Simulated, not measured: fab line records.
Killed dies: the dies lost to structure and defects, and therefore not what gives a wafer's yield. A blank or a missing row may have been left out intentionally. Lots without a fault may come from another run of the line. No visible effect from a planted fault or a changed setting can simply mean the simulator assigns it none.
The tool behind it: which one?	flow sky130	6 lots with 18 wafers sampled at 2 steps, on a route of 708 steps

WHAT EACH GAUGE READ, for each wafer
SKY_CONTACT_CD_MEAS_14: target cd 170 nm.
lot	measured	on	cd-nm (nm)
L193	day 33 03:08	cd-sem-02	169.3 170.3 170.8
L198	day 34 09:18	cd-sem-02	169.7 168.2 167.7
L200	day 35 08:46	cd-sem-02	168.8 169.4 169.6
L203	day 36 01:59	cd-sem-01	171.2 172.5 170.9
L205	day 36 21:18	cd-sem-01	167.1 167.1 167.6
L212	day 38 22:49	cd-sem-01	168.2 168.9 168.5

TOOL THAT RAN EACH LOT (tool first, then ch and the chambers of the sampled wafers, then the start)
lot	SKY_LOCAL_INTERCONNECT_ETCH_13
L193	rie-metal-03 ch 0,1, day 32 00:58
L198	rie-metal-03 ch 0,1, day 33 04:50
L200	rie-metal-03 ch 1, day 34 04:00
L203	rie-metal-03 ch 0,1, day 34 22:13
L205	rie-metal-03 ch 0,1, day 35 17:32
L212	rie-metal-03 ch 0,1, day 37 20:34
- SKY_LOCAL_INTERCONNECT_ETCH_13: etches BARC in N2/H2, stops on SiO2, time 45.9 s, target depth 60 nm.

THE ANSWER, worked out from the rows above alone
Rule: what is usual is taken from the lots themselves. The widest of any qualifying gaps counts: lots, ordered by their means at a reading, are off when they make up no more than a third of the lots, leave a main group of 4 or more, and stand apart from it by 3 or more times the standard deviation of that group's means. A main group whose means are all the same, to the digits that the tables above print for the reading, isn't used. A lot without any number at a reading at which 4 lots or more have one is off too. All remaining lots with rows at the step are treated as sound.
Across all readings shown, no lot is off: no conclusion can be drawn from this.

WHAT HAD BEEN PUT IN BY THE SIMULATOR
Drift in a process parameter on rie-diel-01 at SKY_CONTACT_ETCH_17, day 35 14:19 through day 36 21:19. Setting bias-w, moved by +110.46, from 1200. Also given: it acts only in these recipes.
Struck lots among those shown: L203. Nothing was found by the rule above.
